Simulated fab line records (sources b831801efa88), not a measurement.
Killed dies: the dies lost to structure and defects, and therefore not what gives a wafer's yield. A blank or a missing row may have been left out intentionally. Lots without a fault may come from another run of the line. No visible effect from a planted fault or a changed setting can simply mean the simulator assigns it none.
fab line records | flow sky130
record lots=6 | wafers=18 | last-day=51
route steps=708 shown FIELD_ISO@13 PAD_OPEN@708
lots that met no fault: taken from a fault-free run of the same line
start-h: start of the lot's first displayed wafer, in hours after the record's first day | wait-h: hours from the lot's prior step to this one | " unchanged from the row above | L1.1+2: a single row standing in for several wafers | - no value, or no start given | * or withheld: withheld | < > ~ a bound
route shown NAME@n: a module of which the file shows steps, and the number in the route of the first | usual: the fault-free wafers' mean and standard deviation | same: alike in all rows | chamber/n: place in a boat | sites: the reading at each site | _std_site: the standard deviation of these | _edge_site: mean of outer sites minus mean of inner sites | radius-mm: for every site, how far away it sits from the centre of the wafer | mask NAME#n: copy n | behind: the tool/chamber that last shaped the wafer | hold: why the lot went on hold/how many hours it stayed there/how the hold came to an end | device: transistor that didn't switch, given as n, p or np | end of line: tests of these same wafers at the route's end | where a step has no rows: the recipe by itself | killed: dies that structure and defects cost at the first sort, which is not the same as the wafer's yield | map: per-die view of a wafer (x killed, . not killed, _ where there is no die)
set.NAME: the setting that was run; set.NAME@STEP: the one run at that earlier step | model.NAME: the simulator's own value behind a step, which no gauge read
a table for each step, a row for each wafer; lots at some steps of the route
services: from which hour (start-h, from the record's first day; less than 0 if before it) a tool's chamber was out of use, for how many hours, and why
## steps
# step SKY_FIELD_ISO_DEVELOP_12
# recipe develop-time-s=60 | resist=KrF-thick | dev-temp-c=21
# step SKY_FIELD_ISO_CD_MEAS_13
# recipe target-cd-nm=150
# usual cd-nm=149.5/1.8
lot.wafer | tool      | chamber | start-h | wait-h | cd-nm
L511.2    | cd-sem-01 | -       | 54.95   | -      | 147.4
L511.5    | "         | -       | "       | "      | 146.7
L511.6    | "         | -       | "       | "      | 148.8
L512.1    | cd-sem-01 | -       | 62.87   | -      | 150.1
L512.4    | "         | -       | "       | "      | 149.7
L512.5    | "         | -       | "       | "      | 150.5
L519.3    | cd-sem-02 | -       | 99.01   | -      | 153.7
L519.5    | "         | -       | "       | "      | 152.2
L519.6    | "         | -       | "       | "      | 153.1
L524.3    | cd-sem-01 | -       | 122.56  | -      | 153.0
L524.4    | "         | -       | "       | "      | 151.0
L524.5    | "         | -       | "       | "      | 152.2
L528.3    | cd-sem-01 | -       | 144.83  | -      | 147.0
L528.4    | "         | -       | "       | "      | 147.6
L528.6    | "         | -       | "       | "      | 148.0
L529.1    | cd-sem-01 | -       | 150.34  | -      | 148.5
L529.3    | "         | -       | "       | "      | 148.0
L529.6    | "         | -       | "       | "      | 148.0
# step SKY_FIELD_ISO_ETCH_14
# recipe chemistry=N2/H2 | target=BARC | ion-energy-ev=200 | source-w=500 | bias-w=100 | pressure-mtorr=30 | n2-flow-sccm=100 | h2-flow-sccm=200 | stop-on=SiO2 | time-s=45.9 | target-depth-a=600
# usual drypump-motor-current-A=5.6/0.46 | oes-product-au=0.854/0.0047 | throttle-valve-pct=13.226/0.0094
lot.wafer | tool        | chamber | start-h | wait-h | drypump-motor-current-A | oes-product-au | rf-hours-counter-h | throttle-valve-pct
L511.2    | rie-diel-03 | 0       | 55.05   | 0.1    | 5.2                     | 0.851          | 66                 | 13.224
L511.5    | "           | 0       | "       | "      | 5.3                     | 0.859          | -                  | 13.227
L511.6    | "           | 3       | "       | "      | 6.2                     | 0.848          | -                  | 13.222
L512.1    | rie-diel-03 | 3       | 62.99   | 0.1    | 6.2                     | 0.855          | 139                | 13.228
L512.4    | "           | 0       | "       | "      | 5.3                     | 0.849          | 67                 | 13.222
L512.5    | "           | 3       | "       | "      | 6.2                     | 0.853          | -                  | 13.234
L519.3    | rie-diel-03 | 1       | 99.09   | 0.1    | 6.0                     | 0.853          | 59                 | 13.218
L519.5    | "           | 3       | "       | "      | 6.2                     | 0.859          | -                  | 13.238
L519.6    | "           | 2       | "       | "      | 5.9                     | 0.855          | -                  | 13.228
L524.3    | rie-diel-02 | 2       | 122.64  | 0.1    | 6.1                     | 0.862          | 16                 | 13.212
L524.4    | "           | 1       | "       | "      | 6.1                     | 0.851          | 1                  | 13.223
L524.5    | "           | 0       | "       | "      | 5.2                     | 0.854          | -                  | 13.215
L528.3    | rie-diel-01 | 0       | 144.91  | 0.1    | 5.5                     | 0.861          | 138                | 13.225
L528.4    | "           | 1       | "       | "      | 5.0                     | 0.857          | 72                 | 13.233
L528.6    | "           | 1       | "       | "      | 5.0                     | 0.848          | -                  | 13.233
L529.1    | rie-diel-03 | 3       | 150.46  | 0.1    | 6.2                     | 0.857          | 141                | 13.221
L529.3    | "           | 0       | "       | "      | 5.2                     | 0.854          | 68                 | 13.219
L529.6    | "           | 0       | "       | "      | 5.2                     | 0.853          | -                  | 13.227
# step SKY_FIELD_ISO_ETCH_15
# recipe chemistry=CHF3/O2 | target-depth-nm=180 | stop-on=Si | source-w=600 | bias-w=200 | pressure-mtorr=40 | chf3-flow-sccm=50 | O2_flow_sccm=5 | time-s=72
# usual drypump-motor-current-A=5.6/0.46 | oes-product-au=0.946/0.0063 | throttle-valve-pct=8.843/0.0091
lot.wafer | tool        | chamber | start-h | wait-h | drypump-motor-current-A | oes-product-au | rf-hours-counter-h | throttle-valve-pct
L511.2    | rie-diel-03 | 0       | 55.09   | 0.0    | 5.2                     | 0.945          | 66                 | 8.842
L511.5    | "           | 0       | "       | "      | 5.3                     | 0.943          | -                  | 8.845
L511.6    | "           | 3       | "       | "      | 6.2                     | 0.952          | -                  | 8.859
L512.1    | rie-diel-03 | 3       | 63.03   | 0.0    | 6.1                     | 0.942          | 139                | 8.854
L512.4    | "           | 0       | "       | "      | 5.2                     | 0.935          | 67                 | 8.843
L512.5    | "           | 3       | "       | "      | 6.2                     | 0.939          | -                  | 8.855
L519.3    | rie-diel-03 | 1       | 99.13   | 0.0    | 5.9                     | 0.939          | 59                 | 8.836
L519.5    | "           | 3       | "       | "      | 6.2                     | 0.941          | -                  | 8.838
L519.6    | "           | 2       | "       | "      | 5.9                     | 0.943          | -                  | 8.819
L524.3    | rie-diel-02 | 2       | 122.68  | 0.0    | 6.1                     | 0.945          | 16                 | 8.844
L524.4    | "           | 1       | "       | "      | 6.1                     | 0.943          | 1                  | 8.849
L524.5    | "           | 0       | "       | "      | 5.2                     | 0.944          | -                  | 8.848
L528.3    | rie-diel-01 | 0       | 144.95  | 0.0    | 5.5                     | 0.951          | 138                | 8.849
L528.4    | "           | 1       | "       | "      | 5.0                     | 0.961          | 72                 | 8.837
L528.6    | "           | 1       | "       | "      | 5.0                     | 0.950          | -                  | 8.855
L529.1    | rie-diel-03 | 3       | 150.50  | 0.0    | 6.2                     | 0.949          | 141                | 8.837
L529.3    | "           | 0       | "       | "      | 5.2                     | 0.946          | 68                 | 8.849
L529.6    | "           | 0       | "       | "      | 5.2                     | 0.950          | -                  | 8.844
# step SKY_FIELD_ISO_STRIP_16
# recipe chemistry=O2/N2 | power-w=1400 | pressure-mtorr=1500 | platen-temp-c=withheld | o2-flow-sccm=3000 | n2-flow-sccm=300 | overash-fraction=0.5
# usual drypump-motor-current-A=5.5/0.5 | oes-product-au=0.378/0.0048 | strip-time-to-endpoint-s=3.554/0.028
lot.wafer | tool            | chamber | start-h | wait-h | drypump-motor-current-A | oes-product-au | rf-hours-counter-h | strip-time-to-endpoint-s
L511.2    | plasma-asher-03 | 0       | 55.15   | 0.0    | 6.3                     | 0.381          | 35                 | 3.581
L511.5    | "               | 1       | "       | "      | 5.8                     | 0.377          | -                  | 3.581
L511.6    | "               | 0       | "       | "      | 6.3                     | 0.372          | -                  | 3.538
L512.1    | plasma-asher-02 | 1       | 63.09   | 0.0    | 5.6                     | 0.374          | 35                 | 3.535
L512.4    | "               | 0       | "       | "      | 5.1                     | 0.385          | -                  | 3.531
L512.5    | "               | 1       | "       | "      | 5.6                     | 0.384          | -                  | 3.554
L519.3    | plasma-asher-03 | 1       | 99.22   | 0.1    | 5.8                     | 0.380          | -                  | 3.483
L519.5    | "               | 0       | "       | "      | 6.3                     | 0.375          | -                  | 3.511
L519.6    | "               | 1       | "       | "      | 5.8                     | 0.374          | -                  | 3.519
L524.3    | plasma-asher-03 | 0       | 122.77  | 0.1    | 6.3                     | 0.375          | -                  | 3.578
L524.4    | "               | 1       | "       | "      | 5.8                     | 0.384          | -                  | 3.579
L524.5    | "               | 0       | "       | "      | 6.3                     | 0.375          | -                  | 3.563
L528.3    | plasma-asher-03 | 0       | 145.04  | 0.1    | 6.3                     | 0.377          | -                  | 3.526
L528.4    | "               | 1       | "       | "      | 5.8                     | 0.376          | -                  | 3.556
L528.6    | "               | 0       | "       | "      | 6.3                     | 0.373          | -                  | 3.543
L529.1    | plasma-asher-04 | 1       | 150.56  | 0.0    | 4.8                     | 0.379          | 47                 | 3.564
L529.3    | "               | 0       | "       | "      | 5.1                     | 0.382          | -                  | 3.578
L529.6    | "               | 0       | "       | "      | 5.2                     | 0.384          | -                  | 3.573
# step SKY_FIELD_ISO_ETCH_17
# recipe target-depth-a=3420 | mask-material=Si3N4 | chemistry=HBr/Cl2/O2 | target=Si | taper-deg=5 | icp-w=600 | bias-w=150 | pressure-mtorr=15 | HBr_flow_sccm=150 | Cl2_flow_sccm=40 | O2_flow_sccm=6 | time-s=97.7
# usual drypump-motor-current-A=5.6/0.4 | oes-product-au=1.001/0.011 | throttle-valve-pct=25.655/0.011
lot.wafer | tool      | chamber | start-h | wait-h | drypump-motor-current-A | oes-product-au | rf-hours-counter-h | throttle-valve-pct
L511.2    | rie-si-01 | 3       | 55.25   | 0.1    | 5.8                     | 1.001          | 3                  | 25.657
L511.5    | "         | 3       | "       | "      | 5.8                     | 1.003          | -                  | 25.663
L511.6    | "         | 1       | "       | "      | 5.1                     | 0.994          | -                  | 25.658
L512.1    | rie-si-01 | 3       | 63.19   | 0.1    | 5.8                     | 1.013          | 3                  | 25.667
L512.4    | "         | 2       | "       | "      | 5.8                     | 1.007          | 0                  | 25.631
L512.5    | "         | 1       | "       | "      | 5.1                     | 0.998          | -                  | 25.646
L519.3    | rie-si-02 | 1       | 99.29   | 0.0    | 5.4                     | 1.013          | 0                  | 25.639
L519.5    | "         | 3       | "       | "      | 4.9                     | 1.020          | -                  | 25.652
L519.6    | "         | 2       | "       | "      | 5.6                     | 1.015          | -                  | 25.648
L524.3    | rie-si-01 | 1       | 122.84  | 0.0    | 5.2                     | 0.986          | 135                | 25.659
L524.4    | "         | 0       | "       | "      | 6.1                     | 0.999          | 116                | 25.649
L524.5    | "         | 3       | "       | "      | 5.8                     | 1.008          | -                  | 25.673
L528.3    | rie-si-02 | 2       | 145.11  | 0.0    | 5.7                     | 1.008          | 1                  | 25.661
L528.4    | "         | 2       | "       | "      | 5.7                     | 1.008          | -                  | 25.642
L528.6    | "         | 1       | "       | "      | 5.4                     | 1.002          | -                  | 25.657
L529.1    | rie-si-01 | 0       | 150.66  | 0.1    | 6.1                     | 1.001          | 117                | 25.653
L529.3    | "         | 2       | "       | "      | 5.8                     | 1.012          | 1                  | 25.644
L529.6    | "         | 0       | "       | "      | 6.1                     | 0.998          | -                  | 25.648
# step SKY_FIELD_ISO_WET_ETCH_18
# recipe chemistry=H3PO4 | target-depth-nm=25 | temp-c=160 | target=Si3N4 | time-s=286
# step SKY_FIELD_ISO_CLEAN_19
# recipe chemistry=SC1/SC2 | mix=1:4:20 | temp-c=70 | time-s=150
# step SKY_FIELD_ISO_CLEAN_20
# recipe chemistry=dHF | time-s=20 | dilution=100:1
# step SKY_FIELD_ISO_WET_ETCH_21
# recipe chemistry=dHF | dilution=100:1 | target-depth-nm=20 | dry=ipa-marangoni | target=SiO2 | temp-c=25 | time-s=400
# step SKY_FIELD_ISO_OXIDATION_22
# recipe temp-c=950 | ambient=O2 | stabilise-s=600 | purge-s=300 | target-thk-a=100 | ox-time-s=623
# step SKY_FIELD_ISO_THK_MEAS_23
# recipe reads=SiO2_of_FIELD_ISO_OXIDATION_22
# usual FIELD_ISO_OXIDATION_01_THK=10.00/0.16
lot.wafer | tool          | chamber | start-h | wait-h | FIELD_ISO_OXIDATION_01_THK[nm]
L511.2    | film-metro-03 | -       | 58.29   | 0.0    | 10.13
L511.5    | "             | -       | "       | "      | 9.86
L511.6    | "             | -       | "       | "      | 9.88
L512.1    | film-metro-02 | -       | 64.71   | 0.0    | 10.18
L512.4    | "             | -       | "       | "      | 10.03
L512.5    | "             | -       | "       | "      | 10.12
L519.3    | film-metro-01 | -       | 102.52  | 0.0    | 10.30
L519.5    | "             | -       | "       | "      | 10.27
L519.6    | "             | -       | "       | "      | 10.16
L524.3    | film-metro-03 | -       | 128.30  | 0.0    | 9.97
L524.4    | "             | -       | "       | "      | 9.98
L524.5    | "             | -       | "       | "      | 9.85
L528.3    | film-metro-03 | -       | 150.48  | 0.0    | 10.02
L528.4    | "             | -       | "       | "      | 10.31
L528.6    | "             | -       | "       | "      | 10.14
L529.1    | film-metro-02 | -       | 154.68  | 0.0    | 10.11
L529.3    | "             | -       | "       | "      | 10.20
L529.6    | "             | -       | "       | "      | 10.16
# step SKY_FIELD_ISO_CVD_24
# recipe material=SiO2 | target-thk-nm=595 | temp-c=650 | sigma-open-frac=0.3 | time-s=99.2 | sih4-flow-sccm=60 | pressure-mtorr=6
lot.wafer | tool      | chamber | start-h | wait-h | model.SiO2_of_FIELD_ISO_CVD_24.thk-nm
L511.2    | hdpcvd-01 | 2       | 58.34   | 0.0    | 598.7
L511.5    | "         | 2       | "       | "      | 599.7
L511.6    | "         | 0       | "       | "      | 604.3
L512.1    | hdpcvd-01 | 1       | 64.77   | 0.1    | 587.5
L512.4    | "         | 2       | "       | "      | 588.1
L512.5    | "         | 1       | "       | "      | 580.3
L519.3    | hdpcvd-01 | 2       | 102.56  | 0.0    | 587.9
L519.5    | "         | 1       | "       | "      | 586.9
L519.6    | "         | 0       | "       | "      | 598.9
L524.3    | hdpcvd-02 | 0       | 128.34  | 0.0    | 586.5
L524.4    | "         | 0       | "       | "      | 582.5
L524.5    | "         | 2       | "       | "      | 590.8
L528.3    | hdpcvd-02 | 1       | 150.52  | 0.0    | 585.1
L528.4    | "         | 2       | "       | "      | 590.1
L528.6    | "         | 0       | "       | "      | 812.2
L529.1    | hdpcvd-02 | 2       | 154.74  | 0.1    | 816
L529.3    | "         | 1       | "       | "      | 583.5
L529.6    | "         | 1       | "       | "      | 819.3
# step SKY_FIELD_ISO_THK_MEAS_25
# recipe reads=SiO2_of_FIELD_ISO_CVD_24
# usual FIELD_ISO_CVD_24_THK=592/6.2
lot.wafer | tool          | chamber | start-h | wait-h | FIELD_ISO_CVD_24_THK[nm]
L511.2    | film-metro-03 | -       | 58.43   | 0.0    | 598
L511.5    | "             | -       | "       | "      | 600
L511.6    | "             | -       | "       | "      | 604
L512.1    | film-metro-03 | -       | 64.84   | 0.0    | 587
L512.4    | "             | -       | "       | "      | 588
L512.5    | "             | -       | "       | "      | 580
L519.3    | film-metro-03 | -       | 102.65  | 0.1    | 588
L519.5    | "             | -       | "       | "      | 587
L519.6    | "             | -       | "       | "      | 599
L524.3    | film-metro-02 | -       | 128.43  | 0.1    | 587
L524.4    | "             | -       | "       | "      | 582
L524.5    | "             | -       | "       | "      | 590
L528.3    | film-metro-03 | -       | 150.61  | 0.1    | 585
L528.4    | "             | -       | "       | "      | 590
L528.6    | "             | -       | "       | "      | 813
L529.1    | film-metro-03 | -       | 154.81  | 0.0    | 816
L529.3    | "             | -       | "       | "      | 584
L529.6    | "             | -       | "       | "      | 820
# step SKY_FIELD_ISO_ANNEAL_26
# recipe temp-c=1000 | time-s=1800 | ambient=N2
# step SKY_FIELD_ISO_CMP_27
# recipe stop-on=Si3N4 | t-overpolish-s=16 | down-force-psi=4 | platen-rpm=60 | target-thk-nm=457.8 | pad-velocity-m-s=0.94248
# usual motor-current-A=12.5/1.8 | slurry-filter-dp-kPa=13.50/0.14 | time-to-endpoint-s=111/4
lot.wafer | tool   | chamber | start-h | wait-h | motor-current-A | slurry-filter-dp-kPa | time-to-endpoint-s
L511.2    | cmp-01 | 1       | 61.51   | 0.1    | 13.1            | 13.39                | 113
L511.5    | "      | 0       | "       | "      | 12.1            | 13.44                | 108
L511.6    | "      | 1       | "       | "      | 12.8            | 13.47                | 117
L512.1    | cmp-01 | 1       | 66.40   | 0.0    | 13.3            | 13.35                | 111
L512.4    | "      | 0       | "       | "      | 11.7            | 13.73                | 100
L512.5    | "      | 1       | "       | "      | 14.8            | 13.49                | 109
L519.3    | cmp-02 | 3       | 107.46  | 0.1    | 11.7            | 13.50                | 111
L519.6    | "      | 0       | "       | "      | 11.0            | 13.45                | 110
L519.5    | "      | 1       | "       | "      | 13.5            | 13.55                | 111
L524.4    | cmp-02 | 1       | 138.25  | 0.1    | 13.5            | 13.31                | 115
L524.3    | "      | 2       | "       | "      | 11.2            | 13.26                | 112
L524.5    | "      | 1       | "       | "      | 13.5            | 13.33                | 113
L528.3    | cmp-01 | 1       | 153.85  | 0.3    | 13.5            | 13.57                | 109
L528.4    | "      | 0       | "       | "      | 11.9            | 13.47                | 104
L528.6    | "      | 1       | "       | "      | 13.9            | 13.59                | 152
L529.1    | cmp-01 | 3       | 158.45  | 0.0    | 9.7             | 13.85                | 149
L529.3    | "      | 1       | "       | "      | 13.1            | 13.29                | 118
L529.6    | "      | 3       | "       | "      | 9.4             | 13.49                | 153
# step SKY_FIELD_ISO_WET_ETCH_28
# recipe chemistry=dHF | target-depth-nm=23.7 | target=SiO2 | dilution=10:1 | temp-c=25 | time-s=47
# step SKY_PAD_OPEN_PROBE_99
# usual killed_at_M0_to_M3=44/7.4 | killed_at_M4_up=3.1/1.8 | killed-at-contacts=25/6 | killed-at-front-end=15/4.4 | killed-at-other=0.3/0.49 | killed-dies=88/10 | killed-on-rim=17/3.6 | killed-open=48/7.4 | killed-short=39/6.3
# same gross-dies=492 | killed-at-back-side=0
lot.wafer | tool      | chamber | start-h | wait-h | killed_at_M0_to_M3 | killed_at_M4_up | killed-at-contacts | killed-at-front-end | killed-at-other | killed-dies | killed-on-rim | killed-open | killed-short
L511.2    | prober-02 | -       | 1113.22 | 0.1    | 47                 | 4               | 10                 | 17                  | 0               | 78          | 18            | 48          | 30
L511.5    | prober-02 | -       | 1113.37 | 0.2    | 57                 | 1               | 25                 | 9                   | 1               | 93          | 19            | 49          | 43
L511.6    | prober-02 | -       | 1113.42 | 0.2    | 43                 | 2               | 35                 | 12                  | 0               | 92          | 19            | 53          | 39
L524.3    | prober-02 | -       | 1202.23 | 0.2    | 50                 | 1               | 35                 | 14                  | 0               | 100         | 16            | 48          | 49
L524.4    | prober-02 | -       | 1202.28 | 0.2    | 34                 | 2               | 22                 | 11                  | 1               | 70          | 12            | 40          | 30
L524.5    | prober-02 | -       | 1202.33 | 0.2    | 50                 | 4               | 34                 | 16                  | 1               | 105         | 16            | 55          | 47
L528.3    | prober-01 | -       | 1209.30 | 0.2    | 46                 | 4               | 20                 | 14                  | 1               | 85          | 16            | 47          | 36
L528.4    | prober-01 | -       | 1209.35 | 0.2    | 55                 | 5               | 21                 | 26                  | 0               | 107         | 20            | 51          | 55
L528.6    | prober-01 | -       | 1209.45 | 0.2    | 35                 | 1               | 25                 | 16                  | 1               | 78          | 15            | 44          | 33
# killed by level:class
L511.2 VIA1:geometric-particle:open=11 VIA3:geometric-particle:open=9 FIELD_ISO:geometric-particle:open=6 METAL2:geometric-particle:short=6 FIELD_ISO:geometric-particle:short=5 POLY_GATE:geometric-particle:open=5 VIA2:geometric-particle:open=5 LI_CONTACT:geometric-particle:open=4
L511.5 VIA1:geometric-particle:open=16 VIA2:geometric-particle:open=10 CONTACT:geometric-particle:open=9 METAL2:geometric-particle:short=7 VIA1:geometric-particle:short=6 LI_CONTACT:geometric-particle:open=5 VIA2:geometric-particle:short=5 LI_CONTACT:geometric-particle:short=4
L511.6 LI_CONTACT:geometric-particle:open=14 VIA3:geometric-particle:open=11 CONTACT:geometric-particle:open=7 VIA1:geometric-particle:open=5 CONTACT:geometric-particle:short=5 VIA2:geometric-particle:open=5 FIELD_ISO:geometric-particle:open=4 LI_CONTACT:geometric-particle:short=4
L524.3 LI_CONTACT:geometric-particle:open=12 CONTACT:geometric-particle:open=11 CONTACT:geometric-particle:short=9 VIA1:geometric-particle:open=8 METAL1:geometric-particle:short=8 POLY_GATE:geometric-particle:short=7 METAL2:geometric-particle:short=7 VIA3:geometric-particle:open=6
L524.4 CONTACT:geometric-particle:short=6 VIA1:geometric-particle:open=6 VIA3:geometric-particle:open=6 CONTACT:geometric-particle:open=5 LOCAL_INTERCONNECT:geometric-particle:short=4 VIA2:geometric-particle:short=4 VIA2:geometric-particle:open=4 FIELD_ISO:geometric-particle:open=3
L524.5 CONTACT:geometric-particle:open=11 VIA1:geometric-particle:open=11 LI_CONTACT:geometric-particle:open=9 VIA3:geometric-particle:short=7 VIA2:geometric-particle:open=6 VIA2:geometric-particle:short=6 LOCAL_INTERCONNECT:geometric-particle:short=5 CONTACT:geometric-particle:short=5
L528.3 VIA1:geometric-particle:open=10 VIA2:geometric-particle:open=9 LI_CONTACT:geometric-particle:open=8 CONTACT:geometric-particle:open=7 METAL1:geometric-particle:short=6 VIA1:geometric-particle:short=5 METAL2:geometric-particle:short=5 FIELD_ISO:geometric-particle:short=4
L528.4 METAL1:geometric-particle:short=11 VIA1:geometric-particle:open=11 POLY_GATE:geometric-particle:short=9 VIA2:geometric-particle:open=8 VIA3:geometric-particle:open=7 FIELD_ISO:geometric-particle:open=6 METAL2:geometric-particle:short=6 LI_CONTACT:geometric-particle:open=5
L528.6 CONTACT:geometric-particle:open=8 VIA2:geometric-particle:open=8 LI_CONTACT:geometric-particle:open=6 CONTACT:geometric-particle:short=6 VIA1:geometric-particle:open=6 VIA3:geometric-particle:open=5 FIELD_ISO:geometric-particle:short=4 POLY_GATE:geometric-particle:open=4
## services
tool            | chamber | start-h | hours | kind
cmp-01          | -       | 33.74   | 1.1   | repair
rie-diel-03     | 1       | 46.05   | 6.2   | repair
cmp-02          | -       | 51.68   | 4.1   | pm
rie-diel-02     | 1       | 56.19   | 2.6   | repair
hdpcvd-02       | 2       | 57.13   | 11.8  | repair
cmp-02          | -       | 64.00   | 4.0   | pm
hdpcvd-02       | -       | 66.75   | 15.0  | pm
rie-si-01       | 2       | 76.81   | 5.1   | repair
hdpcvd-02       | -       | 84.84   | 1.8   | repair
cmp-01          | -       | 85.07   | 2.1   | repair
cmp-02          | -       | 87.38   | 1.1   | repair
cmp-01          | -       | 90.61   | 2.6   | repair
rie-si-01       | 3       | 91.27   | 3.2   | repair
rie-diel-02     | 0       | 98.09   | 6.3   | repair
rie-diel-01     | 3       | 105.52  | 2.9   | repair
cmp-02          | -       | 106.26  | 0.2   | repair
plasma-asher-02 | -       | 108.75  | 9.0   | pm
cmp-02          | -       | 109.70  | 2.6   | repair
rie-diel-01     | 1       | 118.00  | 4.3   | repair
plasma-asher-02 | -       | 143.17  | 2.8   | pm
rie-diel-02     | -       | 146.40  | 0.5   | repair
plasma-asher-02 | -       | 150.65  | 0.6   | repair
cmp-02          | -       | 151.50  | 9.1   | pm
plasma-asher-04 | -       | 154.32  | 3.3   | repair
## key
first-sign step=SKY_FIELD_ISO_THK_MEAS_25 | reading=FIELD_ISO_CVD_24_THK | direction=up | sigmas=36 | usual=592 | struck=816
effect step=SKY_FIELD_ISO_CMP_27 | reading=time-to-endpoint-s | direction=up | sigmas=10 | usual=* | struck=*
model-effect step=SKY_FIELD_ISO_CVD_24 | value=SiO2_of_FIELD_ISO_CVD_24.thk-nm | without=582.8 | struck=815.8
met-at SKY_FIELD_ISO_CVD_24
struck-wafers L528.6,L529.1,L529.6
tester-left-out L528,L529
onset-between 128.34 150.52
fault kind=process-parameter-drift | tool=hdpcvd-02 | chamber=- | onset-h=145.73 | steps=SKY_FIELD_ISO_CVD_24 | channel=target-thk-nm | offset=232.99 | shape=step | end-h=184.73 | scope=struck-wafers-only | acts-in=these-recipes-only | stated=595
# tester-left-out: of these lots the tester's yield and bins aren't shown, on N5 and GAA mostly nor the transistor test; their killed dies are dies lost to structure and defects alone, not to doping, threshold or leakage, so they don't give the yield
